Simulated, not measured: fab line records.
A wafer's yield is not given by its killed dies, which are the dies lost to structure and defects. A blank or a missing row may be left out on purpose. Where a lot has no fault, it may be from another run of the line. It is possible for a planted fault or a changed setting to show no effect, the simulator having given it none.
fab line records -- flow gf180mcu
record: lots: 14, wafers: 42, last-day: 34
route steps=602 shown NWELL@53 HV_LDD@182 SALICIDE@281 CONTACT@313
lots with no fault: from the same line, run without faults
start-h: the number of hours between the record's first day and the start of the first shown wafer of the lot -- wait-h: hours from the lot's prior step to this one -- " identical to the entry in the row above -- L1.1+2: a single row standing in for several wafers -- - no value, or no start was given -- * or withheld: withheld -- < > ~ a bound
route shown NAME@n: NAME is a module with steps in the file, n the number in the route of the first one -- usual: mean and standard deviation over wafers with no fault -- same: alike in all rows -- chamber/n: place in a boat -- sites: the reading at each site -- _std_site: their standard deviation -- _edge_site: the outer-site mean with the inner-site mean subtracted -- radius-mm: for every site, how far away it sits from the centre of the wafer -- mask NAME#n: copy n -- behind: the tool/chamber that last shaped the wafer -- hold: what put the lot on hold/how long, in hours/how the hold closed -- device: transistor that didn't switch, given as n, p or np -- end of line: tests run on the same wafers once the route is complete -- a step without rows: its recipe alone -- killed: the dies lost at the first sort to structure and to defects; this is not the yield of the wafer -- map: dies across one wafer; x = killed, . = not, _ = none there
set.NAME: setting as actually run; set.NAME@STEP: the setting as run at that earlier step -- model.NAME: the simulator's own value behind a step, which no gauge read
one table for each step of the route and one row for each wafer, over a sample of lots
services: from which hour (start-h, from the record's first day; less than 0 if before it) a tool's chamber was out of use, for how many hours, and why
== steps ==
step: GF_NWELL_TW_MEAS_11
usual: NWELL_TW: 1597/10
lot.wafer,tool,chamber,start-h,wait-h,NWELL_TW
L577.2,film-metro-02,-,54.89,0.1,1595
L577.3,film-metro-02,-,54.89,0.1,1600
L577.5,film-metro-02,-,54.89,0.1,1606
L579.1,film-metro-03,-,65.72,0.1,1581
L579.4,film-metro-03,-,65.72,0.1,1586
L579.5,film-metro-03,-,65.72,0.1,1579
L580.4,film-metro-03,-,72.46,0.1,1575
L580.5,film-metro-03,-,72.46,0.1,1580
L580.6,film-metro-03,-,72.46,0.1,1580
L583.3,film-metro-02,-,90.79,0.1,1601
L583.4,film-metro-02,-,90.79,0.1,1598
L583.6,film-metro-02,-,90.79,0.1,1602
L584.1,film-metro-04,-,93.42,0.1,1600
L584.3,film-metro-04,-,93.42,0.1,1598
L584.4,film-metro-04,-,93.42,0.1,1600
L586.2,film-metro-02,-,104.80,0.1,1598
L586.3,film-metro-02,-,104.80,0.1,1597
L586.5,film-metro-02,-,104.80,0.1,1598
L587.3,film-metro-03,-,109.24,0.1,1586
L587.4,film-metro-03,-,109.24,0.1,1593
L587.6,film-metro-03,-,109.24,0.1,1588
L588.4,film-metro-03,-,116.75,0.1,1594
L588.5,film-metro-03,-,116.75,0.1,1582
L588.6,film-metro-03,-,116.75,0.1,1581
L589.1,film-metro-02,-,121.04,0.1,1608
L589.2,film-metro-02,-,121.04,0.1,1606
L589.5,film-metro-02,-,121.04,0.1,1596
L590.1,film-metro-03,-,125.84,0.1,1584
L590.3,film-metro-03,-,125.84,0.1,1594
L590.5,film-metro-03,-,125.84,0.1,1581
L591.1,film-metro-02,-,131.24,0.1,1612
L591.3,film-metro-02,-,131.24,0.1,1601
L591.4,film-metro-02,-,131.24,0.1,1613
L594.3,film-metro-02,-,146.26,0.1,1595
L594.4,film-metro-02,-,146.26,0.1,1603
L594.6,film-metro-02,-,146.26,0.1,1593
L599.1,film-metro-04,-,176.68,0.1,1600
L599.2,film-metro-04,-,176.68,0.1,1610
L599.5,film-metro-04,-,176.68,0.1,1599
L600.1,film-metro-02,-,183.62,0.1,1611
L600.3,film-metro-02,-,183.62,0.1,1613
L600.6,film-metro-02,-,183.62,0.1,1610
step: GF_HV_LDD_DEVELOP_06
recipe: develop-time-s: 60, dev-temp-c: 23
lot.wafer,tool,chamber,start-h,wait-h
L577.2+3+5,litho-track-02,0,215.07,0.1
L579.1+4+5,litho-track-04,0,228.14,0.1
L580.4+5+6,litho-track-04,0,235.81,0.1
L583.3+4+6,litho-track-02,0,260.05,0.1
L584.1+3+4,litho-track-01,0,271.14,0.1
L586.2+3+5,litho-track-04,0,279.11,0.1
L587.3+4+6,litho-track-01,0,288.94,0.1
L588.4+5+6,litho-track-02,0,298.82,0.1
L589.1+2+5,litho-track-02,0,302.30,0.1
L590.1+3+5,litho-track-02,0,310.00,0.1
L591.1+3+4,litho-track-02,0,314.90,0.1
L594.3+4+6,litho-track-04,0,343.98,0.1
L599.1+2+5,litho-track-04,0,378.73,0.1
L600.1+3+6,litho-track-04,0,390.03,0.1
step: GF_HV_LDD_CD_MEAS_07
recipe: target-cd-nm: 400
usual: cd-nm: 400.3/2.2
lot.wafer,tool,chamber,start-h,wait-h,cd-nm
L577.2,cd-sem-02,-,215.22,0.1,401.0
L577.3,cd-sem-02,-,215.22,0.1,401.2
L577.5,cd-sem-02,-,215.22,0.1,400.6
L579.1,cd-sem-02,-,228.29,0.1,401.6
L579.4,cd-sem-02,-,228.29,0.1,402.6
L579.5,cd-sem-02,-,228.29,0.1,401.7
L580.4,cd-sem-01,-,235.95,0.1,398.7
L580.5,cd-sem-01,-,235.95,0.1,399.5
L580.6,cd-sem-01,-,235.95,0.1,399.4
L583.3,cd-sem-01,-,260.19,0.1,400.1
L583.4,cd-sem-01,-,260.19,0.1,401.3
L583.6,cd-sem-01,-,260.19,0.1,403.4
L584.1,cd-sem-01,-,271.29,0.1,399.6
L584.3,cd-sem-01,-,271.29,0.1,398.8
L584.4,cd-sem-01,-,271.29,0.1,398.6
L586.2,cd-sem-01,-,279.26,0.1,400.2
L586.3,cd-sem-01,-,279.26,0.1,397.9
L586.5,cd-sem-01,-,279.26,0.1,399.1
L587.3,cd-sem-01,-,289.08,0.1,398.3
L587.4,cd-sem-01,-,289.08,0.1,398.0
L587.6,cd-sem-01,-,289.08,0.1,400.7
L588.4,cd-sem-01,-,298.96,0.1,398.7
L588.5,cd-sem-01,-,298.96,0.1,398.8
L588.6,cd-sem-01,-,298.96,0.1,400.1
L589.1,cd-sem-01,-,302.45,0.1,396.1
L589.2,cd-sem-01,-,302.45,0.1,397.6
L589.5,cd-sem-01,-,302.45,0.1,397.0
L590.1,cd-sem-02,-,310.15,0.1,394.5
L590.3,cd-sem-02,-,310.15,0.1,389.8
L590.5,cd-sem-02,-,310.15,0.1,393.1
L591.1,cd-sem-01,-,315.05,0.1,394.7
L591.3,cd-sem-01,-,315.05,0.1,395.0
L591.4,cd-sem-01,-,315.05,0.1,394.4
L594.3,cd-sem-02,-,344.12,0.1,400.3
L594.4,cd-sem-02,-,344.12,0.1,398.4
L594.6,cd-sem-02,-,344.12,0.1,399.8
L599.1,cd-sem-02,-,378.88,0.1,401.5
L599.2,cd-sem-02,-,378.88,0.1,402.1
L599.5,cd-sem-02,-,378.88,0.1,400.1
L600.1,cd-sem-02,-,390.18,0.1,401.5
L600.3,cd-sem-02,-,390.18,0.1,400.2
L600.6,cd-sem-02,-,390.18,0.1,402.0
step: GF_SALICIDE_SPUTTER_03
recipe: material: TiN, target-thk-nm: 20, power-w: 6500, time-s: 16.7, chamber-pressure-pa: 0.4
usual: throttle-valve-pct: 30.5/0.77
lot.wafer,tool,chamber,start-h,wait-h,throttle-valve-pct
L577.2,pvd-sputter-02,-,338.37,0.0,31.3
L577.3,pvd-sputter-02,-,338.37,0.0,29.2
L577.5,pvd-sputter-02,-,338.37,0.0,31.7
L579.1,pvd-sputter-03,-,353.12,0.0,29.9
L579.4,pvd-sputter-03,-,353.12,0.0,30.4
L579.5,pvd-sputter-03,-,353.12,0.0,31.2
L580.4,pvd-sputter-02,-,365.82,0.0,31.1
L580.5,pvd-sputter-02,-,365.82,0.0,31.6
L580.6,pvd-sputter-02,-,365.82,0.0,29.3
L583.3,pvd-sputter-04,-,392.17,0.0,31.0
L583.4,pvd-sputter-04,-,392.17,0.0,29.3
L583.6,pvd-sputter-04,-,392.17,0.0,30.1
L584.1,pvd-sputter-04,-,406.11,0.0,29.6
L584.3,pvd-sputter-04,-,406.11,0.0,30.2
L584.4,pvd-sputter-04,-,406.11,0.0,31.1
L586.2,pvd-sputter-02,-,415.12,0.0,31.0
L586.3,pvd-sputter-02,-,415.12,0.0,29.1
L586.5,pvd-sputter-02,-,415.12,0.0,30.5
L587.3,pvd-sputter-02,-,424.58,0.0,28.9
L587.4,pvd-sputter-02,-,424.58,0.0,30.6
L587.6,pvd-sputter-02,-,424.58,0.0,30.2
L588.4,pvd-sputter-04,-,436.42,0.0,30.8
L588.5,pvd-sputter-04,-,436.42,0.0,29.4
L588.6,pvd-sputter-04,-,436.42,0.0,30.9
L589.1,pvd-sputter-03,-,442.53,0.0,29.4
L589.2,pvd-sputter-03,-,442.53,0.0,30.3
L589.5,pvd-sputter-03,-,442.53,0.0,31.1
L590.1,pvd-sputter-04,-,450.50,0.0,30.3
L590.3,pvd-sputter-04,-,450.50,0.0,31.4
L590.5,pvd-sputter-04,-,450.50,0.0,29.5
L591.1,pvd-sputter-03,-,457.82,0.0,30.0
L591.3,pvd-sputter-03,-,457.82,0.0,31.0
L591.4,pvd-sputter-03,-,457.82,0.0,30.4
L594.3,pvd-sputter-03,-,487.57,0.0,29.3
L594.4,pvd-sputter-03,-,487.57,0.0,30.2
L594.6,pvd-sputter-03,-,487.57,0.0,31.2
L599.1,pvd-sputter-04,-,528.18,0.0,29.5
L599.2,pvd-sputter-04,-,528.18,0.0,31.0
L599.5,pvd-sputter-04,-,528.18,0.0,29.4
L600.1,pvd-sputter-02,-,538.22,0.0,29.3
L600.3,pvd-sputter-02,-,538.22,0.0,31.1
L600.6,pvd-sputter-02,-,538.22,0.0,30.2
step: GF_CONTACT_THK_MEAS_26
recipe: thk-meas-gauge: xrf, reads: W_of_CONTACT_CVD_24
usual: CONTACT_W_THK: 299/3.8
lot.wafer,tool,chamber,start-h,wait-h,CONTACT_W_THK[nm]
L577.2,film-metro-03,-,362.15,0.1,300
L577.3,film-metro-03,-,362.15,0.1,303
L577.5,film-metro-03,-,362.15,0.1,302
L579.1,film-metro-04,-,377.48,0.1,295
L579.4,film-metro-04,-,377.48,0.1,297
L579.5,film-metro-04,-,377.48,0.1,297
L580.4,film-metro-04,-,390.41,0.1,292
L580.5,film-metro-04,-,390.41,0.1,296
L580.6,film-metro-04,-,390.41,0.1,293
L583.3,film-metro-03,-,418.16,0.1,296
L583.4,film-metro-03,-,418.16,0.1,297
L583.6,film-metro-03,-,418.16,0.1,294
L584.1,film-metro-02,-,432.24,0.1,299
L584.3,film-metro-02,-,432.24,0.1,297
L584.4,film-metro-02,-,432.24,0.1,295
L586.2,film-metro-04,-,440.96,0.1,301
L586.3,film-metro-04,-,440.96,0.1,297
L586.5,film-metro-04,-,440.96,0.1,298
L587.3,film-metro-02,-,451.12,0.1,301
L587.4,film-metro-02,-,451.12,0.1,296
L587.6,film-metro-02,-,451.12,0.1,300
L588.4,film-metro-04,-,462.76,0.1,299
L588.5,film-metro-04,-,462.76,0.1,298
L588.6,film-metro-04,-,462.76,0.1,298
L589.1,film-metro-04,-,469.19,0.1,299
L589.2,film-metro-04,-,469.19,0.1,300
L589.5,film-metro-04,-,469.19,0.1,295
L590.1,film-metro-04,-,476.83,0.1,299
L590.3,film-metro-04,-,476.83,0.1,307
L590.5,film-metro-04,-,476.83,0.1,300
L591.1,film-metro-02,-,484.22,0.1,299
L591.3,film-metro-02,-,484.22,0.1,302
L591.4,film-metro-02,-,484.22,0.1,300
L594.3,film-metro-02,-,513.21,0.1,299
L594.4,film-metro-02,-,513.21,0.1,298
L594.6,film-metro-02,-,513.21,0.1,297
L599.1,film-metro-02,-,553.07,0.1,306
L599.2,film-metro-02,-,553.07,0.1,302
L599.5,film-metro-02,-,553.07,0.1,305
L600.1,film-metro-02,-,563.50,0.1,295
L600.3,film-metro-02,-,563.50,0.1,295
L600.6,film-metro-02,-,563.50,0.1,299
== services ==
tool,chamber,start-h,hours,kind
pvd-sputter-02,-,196.08,5.4,repair
pvd-sputter-03,-,198.89,0.8,repair
pvd-sputter-02,-,259.73,8.2,repair
pvd-sputter-03,0,271.10,-,consumable-replace:kit
pvd-sputter-03,0,271.10,18.0,scheduled-down
pvd-sputter-03,0,271.10,18.0,vent-cycle
pvd-sputter-02,2,274.28,-,consumable-replace:kit
pvd-sputter-02,2,274.28,18.0,scheduled-down
pvd-sputter-02,2,274.28,18.0,vent-cycle
pvd-sputter-02,-,341.19,20.6,repair
pvd-sputter-03,-,404.48,2.7,repair
pvd-sputter-04,-,465.38,3.2,repair
pvd-sputter-03,3,469.20,-,consumable-replace:kit
pvd-sputter-03,3,469.20,18.0,scheduled-down
pvd-sputter-03,3,469.20,18.0,vent-cycle
pvd-sputter-02,1,473.83,-,consumable-replace:kit
pvd-sputter-02,1,473.83,18.0,scheduled-down
pvd-sputter-02,1,473.83,18.0,vent-cycle
pvd-sputter-02,-,475.48,3.1,repair
pvd-sputter-04,-,478.44,1.6,repair
pvd-sputter-04,-,517.83,1.0,repair
pvd-sputter-04,2,519.56,-,consumable-replace:kit
pvd-sputter-04,2,519.56,18.0,scheduled-down
pvd-sputter-04,2,519.56,18.0,vent-cycle
== key ==
first-sign: step: GF_HV_LDD_CD_MEAS_07, reading: cd-nm, direction: down, sigmas: 3.1, usual: 400.3, struck: 393.6
effect none on later readings
met-at GF_HV_LDD_DEVELOP_06
struck-lots L590,L591
tester-left-out L590,L591
not-acting-at GF_NWELL_TW_MEAS_11,GF_SALICIDE_SPUTTER_03,GF_CONTACT_THK_MEAS_26
onset-between 302.30 310.00
fault: kind: process-parameter-drift, tool: litho-track-02, chamber: -, onset-h: 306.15, steps: GF_HV_LDD_DEVELOP_06, channel: develop-time-s, offset: *, shape: step, end-h: 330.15, acts-in: *, stated: *
tester-left-out: of these lots the tester's yield and bins aren't shown, on N5 and GAA mostly nor the transistor test; their killed dies are dies lost to structure and defects alone, not to doping, threshold or leakage, so they don't give the yield
